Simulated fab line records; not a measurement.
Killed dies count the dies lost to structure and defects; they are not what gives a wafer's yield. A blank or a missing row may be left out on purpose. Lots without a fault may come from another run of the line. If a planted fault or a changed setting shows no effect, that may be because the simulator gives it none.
fab line records	flow sky130
record: lots: 6	wafers: 18	last_day: 50
route steps=708 shown POLY_GATE@222 PAD_OPEN@708
lots with no fault: from the same line, run without faults
start_h: hours from the record's first day to the start of the lot's first wafer shown	wait_h: how many hours have passed since the lot's step before this one	" the same as in the row above	L1.1+2: a row that stands for several wafers	- no value, or no start was given	* or withheld: withheld	< > ~ a bound
route shown NAME@n: names a module that has steps shown in the file, with the first one's number in the route	usual: mean/standard deviation taken from wafers without a fault	same: alike in all rows	chamber/n: place in a boat	sites: per-site readings	_std_site: the values' standard deviation	_edge_site: mean of outer sites minus mean of inner sites	radius_mm: for every site, how far away it sits from the centre of the wafer	mask NAME#n: copy n	behind: tool/chamber where the wafer was last shaped	hold: why the lot was held/for how many hours/how that ended	device: the transistor (n, p or np) that didn't switch	end of line: the same wafers' tests at the end of the route	where a step has no rows: the recipe by itself	killed: dies that structure and defects cost at the first sort, which is not the same as the wafer's yield	map: a wafer's dies, marking killed ones x, the rest . and places with no die _
set.NAME: setting as actually run; set.NAME@STEP: the setting as run at that earlier step	model.NAME: the simulator's own value behind a step, which no gauge read
lots at selected steps of the route; one table per step, one row per wafer
services: when a tool's chamber went out of use (start_h, in hours from the record's first day, below 0 if earlier), for how many hours, and the reason
== steps ==
step: SKY_POLY_GATE_COAT_08
recipe: resist: KrF-thick	spin_rpm: 3000	resist_thk_nm: 450
step: SKY_POLY_GATE_SOFTBAKE_09
recipe: temp_c: 100	time_s: 90	resist: KrF-thick
step: SKY_POLY_GATE_EXPOSE_10
recipe: mask_id: P1M	na: 0.68	source_shape: conventional	sigma_outer: 0.6	target_cd_nm: 150	dose_mj: 28
step: SKY_POLY_GATE_PEB_11
recipe: peb_temp_c: withheld	peb_time_s: withheld	resist: KrF-thick
step: SKY_POLY_GATE_DEVELOP_12
recipe: develop_time_s: 60	resist: KrF-thick	dev_temp_c: 21
step: SKY_POLY_GATE_CD_MEAS_13
recipe: target_cd_nm: 150
usual: cd_nm: 150.0/1.1
lot.wafer	tool	chamber	start_h	wait_h	cd_nm
L333.1	cd_sem-01	-	396.69	-	149.8
L333.4	"	-	"	"	149.5
L333.6	"	-	"	"	149.6
L335.3	cd_sem-01	-	417.98	-	150.1
L335.4	"	-	"	"	149.8
L335.5	"	-	"	"	149.6
L342.1	cd_sem-01	-	480.53	-	150.2
L342.2	"	-	"	"	152.2
L342.3	"	-	"	"	150.6
L343.1	cd_sem-01	-	488.24	-	151.5
L343.3	"	-	"	"	150.2
L343.5	"	-	"	"	150.9
L346.1	cd_sem-02	-	534.70	-	148.8
L346.5	"	-	"	"	148.6
L346.6	"	-	"	"	148.5
L352.3	cd_sem-02	-	564.09	-	149.9
L352.4	"	-	"	"	151.2
L352.6	"	-	"	"	150.3
step: SKY_POLY_GATE_OVL_MEAS_14
usual: POLY_GATE_OVL: 3/5.9
lot.wafer	tool	chamber	start_h	wait_h	POLY_GATE_OVL[nm]
L333.1	overlay-01	-	396.81	0.1	11
L333.4	"	-	"	"	-2
L333.6	"	-	"	"	-1
L335.3	overlay-02	-	418.07	0.1	-1
L335.4	"	-	"	"	2
L335.5	"	-	"	"	1
L342.1	overlay-02	-	480.65	0.1	7
L342.2	"	-	"	"	1
L342.3	"	-	"	"	20
L343.1	overlay-01	-	488.36	0.1	5
L343.3	"	-	"	"	1
L343.5	"	-	"	"	3
L346.1	overlay-02	-	534.82	0.1	5
L346.5	"	-	"	"	9
L346.6	"	-	"	"	9
L352.3	overlay-02	-	564.18	0.1	12
L352.4	"	-	"	"	9
L352.6	"	-	"	"	11
step: SKY_POLY_GATE_ETCH_15
recipe: chemistry: N2/H2	target: BARC	ion_energy_ev: 200	source_w: 500	bias_w: 100	pressure_mtorr: 30	n2_flow_sccm: 100	h2_flow_sccm: 200	stop_on: SiO2	time_s: 118.5	target_depth_a: 1100
usual: drypump_motor_current_A: 5.6/0.44	n2_flow_sccm: 100.03/0.29	oes_product_au: 0.716/0.0045	throttle_valve_pct: 13.214/0.0083
lot.wafer	tool	chamber	start_h	wait_h	drypump_motor_current_A	n2_flow_sccm	oes_product_au	rf_hours_counter_h	throttle_valve_pct
L333.1	rie_diel-04	2	396.85	0.0	6.1	99.97	0.713	86	13.221
L333.4	"	1	"	"	6.2	100.49	0.716	-	13.224
L333.6	"	0	"	"	5.6	100.05	0.716	-	13.214
L335.3	rie_diel-02	1	418.09	0.0	6.0	100.43	0.721	7	13.219
L335.4	"	2	"	"	5.2	99.51	0.715	7	13.217
L335.5	"	2	"	"	5.2	99.80	0.716	-	13.215
L342.1	rie_diel-02	2	480.69	0.0	5.2	100.10	0.711	9	13.217
L342.2	"	3	"	"	6.0	100.50	0.718	15	13.216
L342.3	"	1	"	"	6.0	99.95	0.715	8	13.223
L343.1	rie_diel-01	2	488.40	0.0	5.4	100.24	0.719	7	13.229
L343.3	"	3	"	"	5.7	100.07	0.722	78	13.224
L343.5	"	1	"	"	4.9	99.87	0.712	-	13.214
L346.1	rie_diel-01	0	534.85	0.0	5.2	99.91	0.715	14	13.209
L346.5	"	0	"	"	5.2	99.79	0.718	-	13.214
L346.6	"	3	"	"	5.7	100.74	0.717	-	13.230
L352.3	rie_diel-01	0	564.20	0.0	5.2	100.85	0.718	15	13.200
L352.4	"	0	"	"	5.2	100.31	0.710	-	13.206
L352.6	"	1	"	"	4.9	99.27	0.719	-	13.210
step: SKY_POLY_GATE_ETCH_16
recipe: stop_on: poly-Si	chemistry: CH3F/O2	target: Si3N4	source_w: 400	bias_w: 80	pressure_mtorr: 25	ch3f_flow_sccm: 40	O2_flow_sccm: 30	time_s: 147.5	target_depth_a: 750
usual: drypump_motor_current_A: 5.6/0.44	oes_product_au: 0.639/0.0051	throttle_valve_pct: 10.535/0.0089
lot.wafer	tool	chamber	start_h	wait_h	drypump_motor_current_A	oes_product_au	rf_hours_counter_h	throttle_valve_pct
L333.1	rie_diel-04	2	396.93	0.0	6.1	0.634	86	10.526
L333.4	"	1	"	"	6.2	0.631	-	10.538
L333.6	"	0	"	"	5.5	0.641	-	10.533
L335.3	rie_diel-02	1	418.17	0.0	6.0	0.631	7	10.531
L335.4	"	2	"	"	5.2	0.635	7	10.518
L335.5	"	2	"	"	5.2	0.642	-	10.539
L342.1	rie_diel-02	2	480.77	0.0	5.2	0.636	9	10.541
L342.2	"	3	"	"	6.0	0.634	15	10.535
L342.3	"	1	"	"	6.0	0.636	8	10.543
L343.1	rie_diel-01	2	488.48	0.0	5.4	0.648	7	10.532
L343.3	"	3	"	"	5.7	0.640	78	10.541
L343.5	"	1	"	"	4.9	0.644	-	10.525
L346.1	rie_diel-01	0	534.94	0.0	5.1	0.646	14	10.542
L346.5	"	0	"	"	5.1	0.634	-	10.524
L346.6	"	3	"	"	5.6	0.645	-	10.524
L352.3	rie_diel-01	0	564.29	0.0	5.2	0.642	15	10.532
L352.4	"	0	"	"	5.1	0.644	-	10.536
L352.6	"	1	"	"	4.9	0.640	-	10.537
step: SKY_POLY_GATE_ETCH_17
recipe: target_depth_nm: 180	stop_on: SiO2	over_etch_frac: 0.56667	chemistry: HBr/Cl2	target: poly-Si	icp_w: 400	bias_w: 100	pressure_mtorr: 10	HBr_flow_sccm: 150	Cl2_flow_sccm: 50	time_s: 70.5
usual: HBr_flow_sccm: 150.0/0.45	drypump_motor_current_A: 5.8/0.37	mfc_cl2_sccm: 49.99/0.14	oes_product_au: 0.984/0.0084	throttle_valve_pct: 33.683/0.0091
lot.wafer	tool	chamber	start_h	wait_h	HBr_flow_sccm	drypump_motor_current_A	mfc_cl2_sccm	oes_product_au	rf_hours_counter_h	throttle_valve_pct
L333.1	rie_si-02	1	397.03	0.0	150.0	5.5	50.05	0.973	21	33.688
L333.4	"	0	"	"	150.3	6.4	50.23	0.966	4	33.694
L333.6	"	0	"	"	149.7	6.4	50.15	0.977	-	33.697
L335.3	rie_si-01	2	418.27	0.0	149.6	5.6	50.12	0.991	5	33.677
L335.4	"	3	"	"	149.5	5.6	49.84	0.977	-	33.690
L335.5	"	2	"	"	149.6	5.7	49.91	0.993	-	33.672
L342.1	rie_si-01	2	480.87	0.0	149.8	5.7	50.09	0.987	6	33.679
L342.2	"	3	"	"	150.8	5.6	49.89	0.977	3	33.703
L342.3	"	1	"	"	149.9	6.1	50.16	0.989	2	33.688
L343.1	rie_si-01	3	488.58	0.0	150.5	5.6	49.87	0.978	3	33.699
L343.3	"	1	"	"	149.7	6.1	49.88	0.985	2	33.667
L343.5	"	3	"	"	150.2	5.6	49.96	0.982	-	33.678
L346.1	rie_si-01	1	535.04	0.0	149.5	6.1	50.07	0.981	2	33.692
L346.5	"	3	"	"	149.4	5.6	50.05	0.982	-	33.680
L346.6	"	0	"	"	150.4	6.1	50.08	0.990	-	33.670
L352.3	rie_si-02	3	564.39	0.0	149.4	5.7	49.92	0.985	1	33.684
L352.4	"	0	"	"	149.9	6.4	50.29	0.977	5	33.674
L352.6	"	3	"	"	149.6	5.7	49.91	0.980	-	33.675
step: SKY_POLY_GATE_STRIP_18
recipe: chemistry: O2/N2	power_w: 1400	pressure_mtorr: 1500	platen_temp_c: withheld	o2_flow_sccm: 3000	n2_flow_sccm: 300	overash_fraction: 0.5
usual: drypump_motor_current_A: 5.5/0.42	n2_flow_sccm: 300.0/0.72	oes_product_au: 0.361/0.0046	strip_time_to_endpoint_s: 3.17/0.035
lot.wafer	tool	chamber	start_h	wait_h	drypump_motor_current_A	n2_flow_sccm	oes_product_au	rf_hours_counter_h	strip_time_to_endpoint_s
L333.1	plasma_asher-02	0	397.09	0.0	5.2	300.0	0.360	66	3.18
L333.4	"	1	"	"	5.0	300.6	0.367	-	3.20
L333.6	"	0	"	"	5.2	300.2	0.363	-	3.22
L335.3	plasma_asher-01	0	418.36	0.1	5.8	299.6	0.354	-	3.16
L335.4	"	1	"	"	5.7	301.1	0.352	-	3.15
L335.5	"	0	"	"	5.8	300.7	0.360	-	3.13
L342.1	plasma_asher-03	0	480.93	0.0	5.6	298.4	0.361	67	3.14
L342.2	"	1	"	"	6.2	299.6	0.358	67	3.17
L342.3	"	1	"	"	6.2	299.2	0.356	-	3.13
L343.1	plasma_asher-02	1	488.64	0.0	4.9	300.6	0.353	76	3.14
L343.3	"	0	"	"	5.2	300.0	0.361	-	3.19
L343.5	"	1	"	"	5.0	299.7	0.358	-	3.19
L346.1	plasma_asher-01	0	535.09	0.0	5.8	299.5	0.353	37	3.11
L346.5	"	0	"	"	5.8	300.0	0.355	-	3.15
L346.6	"	1	"	"	5.7	299.7	0.362	-	3.17
L352.3	plasma_asher-01	0	564.47	0.1	5.8	300.2	0.358	-	3.18
L352.4	"	1	"	"	5.6	300.6	0.356	-	3.16
L352.6	"	1	"	"	5.7	299.1	0.363	-	3.19
step: SKY_POLY_GATE_CLEAN_19
recipe: chemistry: SC1/SC2	mix: 1:4:20	temp_c: 70	time_s: 150	dry: n2_spin
step: SKY_POLY_GATE_OXIDATION_20
recipe: temp_c: 850	ambient: O2	stabilise_s: 600	purge_s: 300	target_thk_a: 40	ox_time_s: 899
usual: spike_tc_bottom_C: 863.6/2.3	spike_tc_centre_C: 849.6/0.94	spike_tc_lower_C: 851.0/1.1	spike_tc_top_C: 862.9/2.5	spike_tc_upper_C: 850.3/1.3	tube_center_temp_C: 850.01/0.08	tube_center_temp_C_max: 852.1/0.31	zone_power_bottom_pct: 23.8/0.36	zone_power_top_pct: 33.3/0.76
lot.wafer	tool	chamber	start_h	wait_h	spike_tc_bottom_C	spike_tc_centre_C	spike_tc_lower_C	spike_tc_top_C	spike_tc_upper_C	tube_center_temp_C	tube_center_temp_C_max	zone_power_bottom_pct	zone_power_top_pct	model.SiO2_of_POLY_GATE_OXIDATION_20.thk_nm
L333.1	furnace-01	0	399.18	1.9	865.9	849.9	851.4	865.9	847.9	849.95	851.9	24.0	32.8	4.012
L333.4	"	0	"	"	864.4	849.1	850.2	863.2	852.0	850.01	852.2	23.4	32.7	4.041
L333.6	"	0	"	"	865.1	850.0	850.1	863.6	848.4	849.93	851.8	24.3	32.1	3.999
L335.3	furnace-01	0	419.02	0.5	865.2	850.4	850.4	865.6	849.9	850.08	852.1	23.8	32.4	3.958
L335.4	"	0	"	"	864.6	851.2	850.5	864.5	848.4	849.94	852.2	23.3	33.0	3.986
L335.5	"	0	"	"	864.9	850.4	850.1	866.5	850.8	850.08	852.7	23.6	33.0	3.95
L342.1	furnace-01	0	481.08	0.0	836.8	821.2	820.2	836.4	820.2	820.42	822.8	21.5	30.9	2.661
L342.2	"	0	"	"	836.4	819.3	821.0	835.3	820.7	820.58	822.6	21.8	30.5	2.708
L342.3	"	0	"	"	836.5	819.7	822.5	834.1	820.3	820.54	822.5	21.8	31.1	2.664
L343.1	furnace-01	0	488.79	0.0	837.6	818.7	820.4	836.8	819.9	820.52	822.3	22.0	30.9	2.775
L343.3	"	0	"	"	836.4	819.0	820.3	836.8	819.8	820.51	822.9	21.9	30.8	2.765
L343.5	"	0	"	"	836.1	819.6	822.3	835.5	820.1	820.33	822.3	21.6	30.5	2.733
L346.1	furnace-02	0	535.24	0.0	862.4	849.7	851.3	860.5	851.9	850.05	853.0	24.1	33.9	4.022
L346.5	"	0	"	"	861.2	849.7	850.8	860.7	852.9	850.09	852.5	24.3	34.4	4.078
L346.6	"	0	"	"	861.5	850.2	850.7	860.6	851.6	849.87	852.0	24.5	34.2	4.073
L352.3	furnace-02	0	564.59	0.0	861.1	851.0	851.6	860.4	850.5	849.96	852.2	24.2	33.5	4.128
L352.4	"	0	"	"	861.5	850.0	851.9	860.7	849.5	849.98	851.8	24.1	34.1	4.077
L352.6	"	0	"	"	861.1	848.6	852.7	860.9	853.1	849.94	852.3	24.0	34.3	4.143
step: SKY_POLY_GATE_THK_MEAS_21
recipe: reads: SiO2_of_POLY_GATE_OXIDATION_20
usual: POLY_GATE_OXIDATION_THK: 4.02/0.076
lot.wafer	tool	chamber	start_h	wait_h	POLY_GATE_OXIDATION_THK[nm]
L333.1	film_metro-03	-	400.43	0.0	4.00
L333.4	"	-	"	"	3.98
L333.6	"	-	"	"	4.02
L335.3	film_metro-02	-	420.35	0.1	3.96
L335.4	"	-	"	"	3.98
L335.5	"	-	"	"	3.95
L342.1	film_metro-01	-	482.33	0.0	2.72
L342.2	"	-	"	"	2.74
L342.3	"	-	"	"	2.67
L343.1	film_metro-03	-	490.04	0.0	2.77
L343.3	"	-	"	"	2.80
L343.5	"	-	"	"	2.70
L346.1	film_metro-01	-	536.49	0.0	3.99
L346.5	"	-	"	"	4.10
L346.6	"	-	"	"	4.00
L352.3	film_metro-03	-	565.86	0.0	4.12
L352.4	"	-	"	"	4.08
L352.6	"	-	"	"	4.13
step: SKY_POLY_GATE_CD_MEAS_22
usual: cd_nm: 149.1/2.1
lot.wafer	tool	chamber	start_h	wait_h	cd_nm
L333.1	cd_sem-01	-	400.49	0.1	149.3
L333.4	"	-	"	"	149.1
L333.6	"	-	"	"	149.6
L335.3	cd_sem-02	-	420.55	0.2	151.8
L335.4	"	-	"	"	147.7
L335.5	"	-	"	"	148.2
L342.1	cd_sem-02	-	482.43	0.1	149.1
L342.2	"	-	"	"	147.6
L342.3	"	-	"	"	153.4
L343.1	cd_sem-01	-	490.12	0.1	151.3
L343.3	"	-	"	"	147.5
L343.5	"	-	"	"	149.7
L346.1	cd_sem-01	-	536.55	0.1	148.5
L346.5	"	-	"	"	148.8
L346.6	"	-	"	"	148.0
L352.3	cd_sem-02	-	565.96	0.1	150.3
L352.4	"	-	"	"	152.7
L352.6	"	-	"	"	148.3
step: SKY_PAD_OPEN_PROBE_99
usual: killed_at_M0_to_M3: 45/7.5	killed_at_M4_up: 3.2/1.8	killed_at_contacts: 24/4.9	killed_at_front_end: 15/4.4	killed_at_other: 0.3/0.54	killed_dies: 87/9.8	killed_open: 47/6.4	killed_short: 40/6.5
same: gross_dies: 492	killed_at_back_side: 0
lot.wafer	tool	chamber	start_h	wait_h	killed_at_M0_to_M3	killed_at_M4_up	killed_at_contacts	killed_at_front_end	killed_at_other	killed_dies	killed_open	killed_short	model.etest.tip_sonos.rs_ohm_sq	model.etest.tip_p.rs_ohm_sq	model.etest.pfet_01v8.r_on_ohm_um	model.etest.res_pdiff.line_ohm_um	model.etest.res_ndiff.line_ohm_um	model.etest.tip_n.rs_ohm_sq	model.etest.res_pdiff.rs_ohm_sq	model.etest.pfet_01v8.drive_ua_um
L333.1	prober-02	-	1096.65	0.1	41	4	20	13	0	78	40	38	2664	6843	2868	1399	777.5	442.5	197.2	195.9
L333.4	prober-02	-	1096.80	0.2	44	5	15	15	0	79	39	40	2604	6747	2846	1358	762.1	444.4	197.4	198.1
L333.6	prober-02	-	1096.90	0.2	42	7	17	27	1	94	46	48	2703	6825	2849	1388	779.5	445.4	196	196.4
L335.3	prober-01	-	1111.38	0.2	50	6	25	13	0	94	49	44	2638	6883	2920	1382	758.8	441.6	198.1	186.6
L335.4	prober-01	-	1111.43	0.2	51	2	23	17	0	93	56	37	2670	6859	2914	1383	752.2	440.8	200.2	191.7
L335.5	prober-01	-	1111.48	0.2	49	2	20	20	0	91	49	42	2650	6785	2952	1405	764.2	439.4	198.7	190.3
L342.1	prober-01	-	1150.66	0.1	33	2	27	12	0	74	43	29	2535	6599	2776	1333	738	418.7	188.6	205.3
L342.2	prober-01	-	1150.71	0.1	38	4	37	11	0	90	54	34	2594	6621	2738	1326	737.2	419.6	189.3	204.8
L342.3	prober-01	-	1150.76	0.2	35	6	22	17	0	80	40	39	2608	6682	2825	1294	716.1	418.1	189.6	198.4
L343.1	prober-02	-	1153.64	0.1	57	7	14	15	0	93	48	45	2498	6613	2785	1327	742.7	425.1	190	203.4
L343.3	prober-02	-	1153.74	0.2	61	3	17	23	0	104	52	52	2443	6619	2732	1322	730.7	419.8	188	207.1
L343.5	prober-02	-	1153.84	0.2	56	2	21	13	0	92	58	34	2531	6654	2789	1298	740.3	422.6	188	203.4
L346.1	prober-02	-	1185.41	0.1	52	6	26	25	1	110	54	56	2680	6817	2816	1341	764.1	442.4	193.2	198.9
L346.5	prober-02	-	1185.61	0.2	39	2	25	15	0	81	38	43	2700	6867	2834	1333	761	443.6	192.7	199.4
L346.6	prober-02	-	1185.66	0.2	39	1	24	15	0	79	43	36	2646	6856	2851	1350	755.5	440.8	194.6	195.2
L352.3	prober-02	-	1197.69	0.2	37	4	24	17	0	82	46	36	2633	6878	2889	1382	764.9	446.8	200	190.4
L352.4	prober-02	-	1197.74	0.2	39	2	29	12	1	83	46	37	2618	6830	2882	1388	765.7	445.4	199.2	193.9
L352.6	prober-02	-	1197.84	0.2	41	4	26	11	0	82	42	40	2610	6846	2888	1353	770.9	445.2	199.4	196.1
killed by level:class
L333.1 VIA1:geometric_particle:open=8 CONTACT:geometric_particle:open=7 VIA3:geometric_particle:short=7 LI_CONTACT:geometric_particle:open=6 METAL2:geometric_particle:short=5 VIA3:geometric_particle:open=5 VIA2:geometric_particle:open=4 METAL1:geometric_particle:short=4
L333.4 VIA1:geometric_particle:open=9 METAL3:geometric_particle:short=8 VIA3:geometric_particle:open=8 POLY_GATE:geometric_particle:short=7 METAL1:geometric_particle:short=5 VIA2:geometric_particle:open=5 LI_CONTACT:geometric_particle:open=4 VIA3:geometric_particle:short=4
L333.6 VIA1:geometric_particle:open=13 CONTACT:geometric_particle:open=7 FIELD_ISO:geometric_particle:short=6 VIA2:geometric_particle:short=6 POLY_GATE:geometric_particle:open=5 POLY_GATE:geometric_particle:short=4 METAL1:geometric_particle:short=4 VIA1:geometric_particle:short=4
L335.3 VIA1:geometric_particle:open=10 VIA3:geometric_particle:open=9 CONTACT:geometric_particle:open=8 VIA2:geometric_particle:open=7 METAL1:geometric_particle:short=7 CONTACT:geometric_particle:short=6 LI_CONTACT:geometric_particle:open=5 METAL2:geometric_particle:short=5
L335.4 VIA2:geometric_particle:open=13 VIA1:geometric_particle:open=12 VIA3:geometric_particle:open=10 LOCAL_INTERCONNECT:geometric_particle:short=7 CONTACT:geometric_particle:open=6 CONTACT:geometric_particle:short=5 FIELD_ISO:geometric_particle:short=4 FIELD_ISO:geometric_particle:open=4
L335.5 CONTACT:geometric_particle:open=12 VIA1:geometric_particle:open=10 VIA2:geometric_particle:open=9 VIA2:geometric_particle:short=7 METAL2:geometric_particle:short=6 POLY_GATE:geometric_particle:short=5 VIA3:geometric_particle:open=5 FIELD_ISO:geometric_particle:short=4
L342.1 LI_CONTACT:geometric_particle:open=9 VIA2:geometric_particle:open=8 CONTACT:geometric_particle:open=8 VIA1:geometric_particle:open=6 CONTACT:geometric_particle:short=4 METAL1:geometric_particle:short=4 VIA1:geometric_particle:short=4 VIA3:geometric_particle:open=4
L342.2 LI_CONTACT:geometric_particle:open=14 VIA1:geometric_particle:open=9 CONTACT:geometric_particle:short=7 VIA3:geometric_particle:open=7 CONTACT:geometric_particle:open=6 METAL2:geometric_particle:short=6 FIELD_ISO:geometric_particle:open=5 LOCAL_INTERCONNECT:geometric_particle:short=4
L342.3 VIA1:geometric_particle:open=9 LI_CONTACT:geometric_particle:open=8 VIA1:geometric_particle:short=6 VIA2:geometric_particle:open=6 METAL4:geometric_particle:short=6 POLY_GATE:geometric_particle:short=5 CONTACT:geometric_particle:open=5 FIELD_ISO:geometric_particle:open=4
L343.1 VIA1:geometric_particle:open=20 METAL1:geometric_particle:short=7 FIELD_ISO:geometric_particle:short=6 LI_CONTACT:geometric_particle:open=5 VIA2:geometric_particle:short=5 VIA3:geometric_particle:open=5 VIA1:geometric_particle:short=4 CONTACT:geometric_particle:open=4
L343.3 VIA1:geometric_particle:open=12 VIA3:geometric_particle:open=10 METAL1:geometric_particle:short=8 CONTACT:geometric_particle:open=8 SPACER:geometric_particle:short=7 VIA2:geometric_particle:open=7 VIA3:geometric_particle:short=5 VIA2:geometric_particle:short=5
L343.5 VIA1:geometric_particle:open=18 CONTACT:geometric_particle:open=9 LI_CONTACT:geometric_particle:open=8 VIA2:geometric_particle:short=7 METAL1:geometric_particle:short=6 VIA3:geometric_particle:open=5 POLY_GATE:geometric_particle:short=4 METAL2:geometric_particle:short=4
L346.1 LI_CONTACT:geometric_particle:open=13 VIA1:geometric_particle:open=11 VIA3:geometric_particle:open=10 POLY_GATE:geometric_particle:short=9 METAL1:geometric_particle:short=8 VIA2:geometric_particle:open=7 POLY_GATE:geometric_particle:open=6 METAL4:geometric_particle:short=6
L346.5 CONTACT:geometric_particle:open=10 VIA1:geometric_particle:open=10 METAL1:geometric_particle:short=8 FIELD_ISO:geometric_particle:open=7 CONTACT:geometric_particle:short=5 METAL2:geometric_particle:short=5 VIA1:geometric_particle:short=5 POLY_GATE:geometric_particle:short=4
L346.6 VIA1:geometric_particle:open=14 LI_CONTACT:geometric_particle:open=8 POLY_GATE:geometric_particle:short=6 LI_CONTACT:geometric_particle:short=5 METAL2:geometric_particle:short=5 VIA2:geometric_particle:open=5 CONTACT:geometric_particle:short=4 CONTACT:geometric_particle:open=4
L352.3 VIA1:geometric_particle:open=14 LI_CONTACT:geometric_particle:open=8 LOCAL_INTERCONNECT:geometric_particle:short=8 FIELD_ISO:geometric_particle:short=6 CONTACT:geometric_particle:open=6 POLY_GATE:geometric_particle:short=4 METAL1:geometric_particle:short=4 METAL2:geometric_particle:short=4
L352.4 CONTACT:geometric_particle:open=13 VIA1:geometric_particle:open=11 FIELD_ISO:geometric_particle:short=6 VIA3:geometric_particle:open=6 CONTACT:geometric_particle:short=5 LOCAL_INTERCONNECT:geometric_particle:short=5 LI_CONTACT:geometric_particle:short=4 METAL1:geometric_particle:short=4
L352.6 CONTACT:geometric_particle:open=13 METAL1:geometric_particle:short=8 VIA1:geometric_particle:open=7 LI_CONTACT:geometric_particle:open=6 METAL2:geometric_particle:short=6 VIA2:geometric_particle:open=6 FIELD_ISO:geometric_particle:short=5 FIELD_ISO:geometric_particle:open=4
== services ==
tool	chamber	start_h	hours	kind
rie_si-01	3	396.55	8.2	repair
rie_diel-02	0	405.82	5.5	repair
rie_diel-04	3	407.66	7.9	repair
rie_si-01	1	413.72	21.1	repair
furnace-02	-	417.88	3.7	pm
rie_si-01	2	419.83	6.8	repair
rie_diel-02	-	433.04	0.7	repair
furnace-02	-	441.64	20.0	repair
rie_diel-04	0	446.55	10.1	repair
plasma_asher-01	-	451.72	25.9	repair
plasma_asher-03	-	459.58	5.8	repair
furnace-02	-	461.62	3.9	pm
furnace-01	-	472.89	3.5	pm
rie_si-02	-	475.28	14.6	pm
rie_diel-01	3	482.51	4.1	repair
rie_diel-04	2	489.63	2.4	repair
rie_si-01	-	489.88	4.3	pm
furnace-01	-	506.03	4.5	pm
furnace-01	-	510.58	4.4	pm
rie_si-01	-	530.55	0.5	repair
rie_diel-02	-	547.30	2.8	pm
rie_diel-01	1	548.90	4.2	repair
rie_diel-01	3	562.06	-	clean
rie_diel-01	3	562.06	19.4	scheduled_down
== key ==
first_sign: step: SKY_POLY_GATE_OXIDATION_20	reading: tube_center_temp_C	direction: down	sigmas: 99+	usual: *	struck: *
effect: step: SKY_POLY_GATE_OXIDATION_20	reading: tube_center_temp_C_max	direction: down	sigmas: 94	usual: *	struck: *
effect: step: SKY_POLY_GATE_THK_MEAS_21	reading: POLY_GATE_OXIDATION_THK	direction: down	sigmas: 17	usual: 4.02	struck: 2.73
model_effect: step: SKY_POLY_GATE_OXIDATION_20	value: SiO2_of_POLY_GATE_OXIDATION_20.thk_nm	without: 4.014	struck: 2.718
model_effect: step: SKY_PAD_OPEN_PROBE_99	value: etest.tip_sonos.rs_ohm_sq	without: 2728	struck: 2535
met_at SKY_POLY_GATE_OXIDATION_20
struck_wafers L342.1,L342.2,L342.3,L343.1,L343.3,L343.5
tester_left_out L342,L343
onset_between 419.02 481.08
fault: kind: process_parameter_drift	tool: furnace-01	chamber: -	onset_h: 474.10	steps: SKY_POLY_GATE_OXIDATION_20	channel: temp_c	offset: *	shape: step	end_h: 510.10	acts_in: *	stated: *
tester_left_out: of these lots the tester's yield and bins aren't shown, on N5 and GAA mostly nor the transistor test; their killed dies are dies lost to structure and defects alone, not to doping, threshold or leakage, so they don't give the yield
